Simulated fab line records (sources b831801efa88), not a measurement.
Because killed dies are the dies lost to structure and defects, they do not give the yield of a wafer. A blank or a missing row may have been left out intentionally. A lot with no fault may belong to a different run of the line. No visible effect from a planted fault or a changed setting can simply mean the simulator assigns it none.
Matching of chambers / flow gf180mcu / rie-diel-01 running GF_SAB_ETCH_11: 4 sister chambers
The step etches SiO2 in C4F8/O2/Ar, target depth 55 nm, time 8.5 s. 7 wafers are shown with their chamber, then 8 later ones without.

== WAFERS, EACH WITH ITS CHAMBER ==
wafer=L823.5; chamber=2; bias-w (W)=1194; oes-product-au (a.u.)=0.996
wafer=L824.2; chamber=1; bias-w (W)=1200; oes-product-au (a.u.)=1.004
wafer=L825.6; chamber=3; bias-w (W)=1200; oes-product-au (a.u.)=0.987
wafer=L833.4; chamber=0; bias-w (W)=1199; oes-product-au (a.u.)=1.007
wafer=L833.5; chamber=1; bias-w (W)=1200; oes-product-au (a.u.)=1.002
wafer=L833.6; chamber=3; bias-w (W)=1194; oes-product-au (a.u.)=1.001
wafer=L835.1; chamber=0; bias-w (W)=1199; oes-product-au (a.u.)=1.001

== WAFERS MISSING THEIR CHAMBER ==
wafer=L835.5; bias-w (W)=1201; oes-product-au (a.u.)=1.011
wafer=L835.6; bias-w (W)=1200; oes-product-au (a.u.)=1.000
wafer=L836.2; bias-w (W)=1198; oes-product-au (a.u.)=0.996
wafer=L836.4; bias-w (W)=1193; oes-product-au (a.u.)=1.005
wafer=L836.5; bias-w (W)=1199; oes-product-au (a.u.)=1.009
wafer=L839.3; bias-w (W)=1197; oes-product-au (a.u.)=1.005
wafer=L839.4; bias-w (W)=1204; oes-product-au (a.u.)=1.004
wafer=L839.5; bias-w (W)=1192; oes-product-au (a.u.)=1.021

== WHICH CHAMBER EACH WENT THROUGH ==
wafer=L835.5; from the rows above=can't be placed: 1 or 0 or 3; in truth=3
wafer=L835.6; from the rows above=can't be placed: 1 or 0 or 3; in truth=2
wafer=L836.2; from the rows above=can't be placed: 3 or 0 or 1 or 2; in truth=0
wafer=L836.4; from the rows above=can't be placed: 2 or 3 or 0 or 1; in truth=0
wafer=L836.5; from the rows above=can't be placed: 0 or 1 or 3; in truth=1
wafer=L839.3; from the rows above=can't be placed: 0 or 1 or 3 or 2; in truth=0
wafer=L839.4; from the rows above=can't be placed: 1 or 0 or 3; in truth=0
wafer=L839.5; from the rows above=can't be placed: 0 or 2 or 1 or 3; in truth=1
Placed correctly: 0 of 8. From these rows, 8 cannot be placed; in 7 the true chamber is one of the candidates. Placed wrongly: 0.
How it was worked out, from the rows above alone: a wafer's distance from a chamber is the root of the sum, over the readings, of the square of ((its reading less the chamber's mean) divided by the reading's scatter). The wafer belongs to the nearest chamber; if the next one is less than 2 further off, it can't be placed. The mean given for a chamber averages the wafers shown for that chamber. The scatter is the square root of a quotient: the sum, over the shown wafers, of each reading's squared deviation from its chamber's mean, divided by wafers minus chambers.
